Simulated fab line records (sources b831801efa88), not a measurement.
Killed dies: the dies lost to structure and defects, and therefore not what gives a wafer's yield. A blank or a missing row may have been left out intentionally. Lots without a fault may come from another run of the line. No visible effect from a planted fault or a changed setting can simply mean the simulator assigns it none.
A lot that was struck, set against a sound lot -- flow gf180mcu -- 14 out of 602 route steps
Sound: the wafers L659.3, L659.4, L659.6. Struck: wafers L650.3, L650.6. (L650.4 of the same lot was not struck and is left out.) The cause comes at the end.
At each step with rows: each side's tool, then ch and its chambers, then its first start. Under that, the readings that differ: sound wafers -- struck wafers -- difference of the means -- sigmas: that difference in standard deviations of wafers without a fault.
alike: readings whose means differ by less than 2 such deviations, and words and numbers that are the same on both sides. not compared: withheld readings, readings that some wafer has no value for, bounds like >300 that may hide the same value, and numbers for which the record gives no deviation and whose values overlap.
A row with sigmas, a row that says differs or no value, or rows on one side alone: a step with any of these is where the two part. Numbers that don't overlap but have no deviation are shown without sigmas and don't part them. A reading missing from all wafers of one side parts the sides only when that side holds two or more wafers.

GF_V1_STRIP_18: strips in O2/N2.
  sound on plasma_asher-02 ch 0,1, day 24 15:49; struck on plasma_asher-02 ch 0, day 21 16:40
  alike: chamber_pressure_mTorr, drypump_motor_current_A, heater_power_w, o2_flow_sccm, oes_product_au
  not compared: rf_hours_counter_h
then, 3 steps without rows for these wafers: GF_V1_STRIP_19 (strips in post etch residue remover, time 1200 s); GF_V1_CLEAN_20 (cleans in DIW); GF_V1_SPUTTER_21 (material Ti, target thk 15 nm, time 80.02 s).
GF_V1_SPUTTER_22: material TiN, target thk 10 nm, time 40 s.
  sound: pvd_sputter-01 at day 24 16:23; struck: pvd_sputter-04 at day 21 17:16
  alike: throttle_valve_pct
then, 1 step without rows for these wafers: GF_V1_CVD_23 (deposits W, target thk 350 nm, time 105.05 s).
GF_V1_RS_MEAS_24: a four-point-probe measurement.
  sound: film_metro-03 at day 24 16:35; struck: film_metro-01 at day 21 17:27
  alike: V1_W_RS
GF_V1_THK_MEAS_25: measures by xrf.
  sound: film_metro-03 at day 24 16:41; struck: film_metro-01 at day 21 17:33
  alike: V1_W_THK
GF_V1_CMP_26: polishes, stops on SiO2, t overpolish 15 s, target thk 0 nm.
  sound on cmp-02 ch 1,2,3, day 24 16:47; struck on cmp-01 ch 0, day 21 17:38
reading,sound,struck,difference,sigmas
time_to_endpoint_s (s),87 81 81,93 92,+10,+2
  alike: motor_current_A, overpolish_run_s
then, 2 steps without rows for these wafers: GF_M2_SPUTTER_00 (material Ti, target thk 37.5 nm, time 150 s); GF_M2_SPUTTER_01 (material TiN, target thk 30 nm, time 25 s).
GF_M2_SPUTTER_02: material AlCu, target thk 450 nm, time 23.9 s.
  sound: pvd_sputter-01 at day 24 17:10; struck: pvd_sputter-03 at day 21 18:02
  alike: throttle_valve_pct
GF_M2_SPUTTER_03: material Ti, target thk 10 nm, time 6.7 s.
  sound: pvd_sputter-01 at day 24 17:13; struck: pvd_sputter-03 at day 21 18:04
reading,sound,struck,difference,sigmas
model.Ti_of_M2_SPUTTER_03.thk_nm (nm),10.26 10.06 10.06,14.04 13.93,+3.86,
  alike: substrate_temp_c, throttle_valve_pct
GF_M2_SPUTTER_04: material TiN, target thk 50 nm, time 41.7 s.
  sound: pvd_sputter-01 at day 24 17:14; struck: pvd_sputter-03 at day 21 18:05
  alike: throttle_valve_pct

## WHERE THEY PART
Only at GF_V1_CMP_26, within this record. Later steps at which nothing parts them and some readings are alike: GF_M2_SPUTTER_02, GF_M2_SPUTTER_03, GF_M2_SPUTTER_04.

WHY: what had been put in by the simulator
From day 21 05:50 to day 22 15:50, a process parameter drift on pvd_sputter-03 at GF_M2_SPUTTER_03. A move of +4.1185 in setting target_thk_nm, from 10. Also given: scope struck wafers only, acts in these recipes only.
